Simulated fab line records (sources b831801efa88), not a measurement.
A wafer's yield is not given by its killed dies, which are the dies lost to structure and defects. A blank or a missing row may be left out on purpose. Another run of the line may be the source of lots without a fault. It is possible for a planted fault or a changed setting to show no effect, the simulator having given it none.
Split-lot experiment    flow sky130    on a route of 708 steps: 5 lots, 23 wafers read

== SPLIT DETAILS ==
At SKY_METAL1_SPUTTER_03 (material Ti, target thk 5 nm, time 3.3 s), the setting time s was moved away from the recipe's 3.3 s on 10 of the 23 wafers read, by -14.3% to +8.8%. All remaining wafers had this setting at the recipe value.

The split's own step is where the reading is taken.

== THE READING ==
Ti_of_METAL1_SPUTTER_03.thk nm (the simulator's own value, which no gauge read), in nm, at SKY_METAL1_SPUTTER_03 (material Ti, target thk 5 nm, time 3.3 s). The file does not state a usual value for it. Across the 13 wafers here that went through the recipe, the average is 4.965 nm and the standard deviation 0.061 nm.

wafer   tool, chamber at the split  time s as run, s  against the recipe  Ti_of_METAL1_SPUTTER_03.thk nm, nm  against lot-mates on the recipe
L076.1  pvd sputter-03, -           2.828             -14.3%              4.315                               -0.672
L076.2  pvd sputter-03, -           2.828             -14.3%              4.28                                -0.707
L076.3  pvd sputter-03, -           3.3               recipe              4.944                               -
L076.4  pvd sputter-03, -           3.3               recipe              5.031                               -
L076.5  pvd sputter-03, -           2.828             -14.3%              4.347                               -0.640
L078.2  pvd sputter-04, -           3.3               recipe              4.891                               -
L078.5  pvd sputter-04, -           3.3               recipe              4.957                               -
L078.6  pvd sputter-04, -           3.3               recipe              5.029                               -
L079.2  pvd sputter-03, -           3.589             +8.8%               5.361                               +0.394
L079.3  pvd sputter-03, -           3.3               recipe              4.95                                -
L079.4  pvd sputter-03, -           3.589             +8.8%               5.26                                +0.293
L079.5  pvd sputter-03, -           3.3               recipe              4.958                               -
L079.6  pvd sputter-03, -           3.3               recipe              4.992                               -
L080.1  pvd sputter-02, -           2.964             -10.2%              4.301                               -0.696
L080.2  pvd sputter-02, -           2.964             -10.2%              4.496                               -0.501
L080.3  pvd sputter-02, -           3.3               recipe              4.922                               -
L080.4  pvd sputter-02, -           3.3               recipe              5.072                               -
L080.5  pvd sputter-02, -           2.964             -10.2%              4.45                                -0.547
L085.1  pvd sputter-03, -           3.3               recipe              4.849                               -
L085.2  pvd sputter-03, -           3.3               recipe              4.921                               -
L085.3  pvd sputter-03, -           2.891             -12.4%              4.375                               -0.557
L085.5  pvd sputter-03, -           2.891             -12.4%              4.373                               -0.559
L085.6  pvd sputter-03, -           3.3               recipe              5.027                               -

THE FIT
A straight line over all 23 wafers: Ti_of_METAL1_SPUTTER_03.thk nm changes by +0.0463 nm for each +1% of time s; r = +0.98; the points scatter about the line by 0.068 nm.
The same after taking each lot's own level away (the mean of its wafers on the recipe; 23 wafers): +0.047 nm for each +1%; r = +0.98; scatter 0.071 nm.
The reading moves by 0.67 nm for the largest change in time s, on that fit.
Measured against the standard deviation above, the lots' own levels, which go from 4.9323 to 4.9970 nm, span 1.1 times it.
The two slopes agree, so the slope changes little with the lot-to-lot level.
Check: -0.693 nm against its lot-mates is what the line predicts for one of the wafers moved furthest among these (-14.3%) when that wafer is left out of the fit. It came out at -0.672 nm against them.

== OTHER SPLITS APPLIED TO THESE WAFERS ==
Other splits were also applied to these wafers ahead of the reading. Each is held against what the fit with the lots' levels taken away leaves over:
other split on the same wafers                         wafers away from the commonest value  r with Ti_of_METAL1_SPUTTER_03.thk nm (lot level and that fit taken away)
SKY_SD_N_IMPLANT_09 energy kev                         11                                    +0.27
SKY_LI_CONTACT_HDPCVD_00 time s                        4                                     -0.48
SKY_LI_CONTACT_EXPOSE_09 dose mj                       4                                     +0.19
SKY_LOCAL_INTERCONNECT_SPUTTER_00 chamber pressure pa  15                                    -0.28
SKY_CONTACT_ETCH_16 time s                             10                                    -0.27

== FILE'S OWN FIT ==
Ti_of_METAL1_SPUTTER_03.thk nm changes by +0.0473 nm for each +1% of time s, r = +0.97.
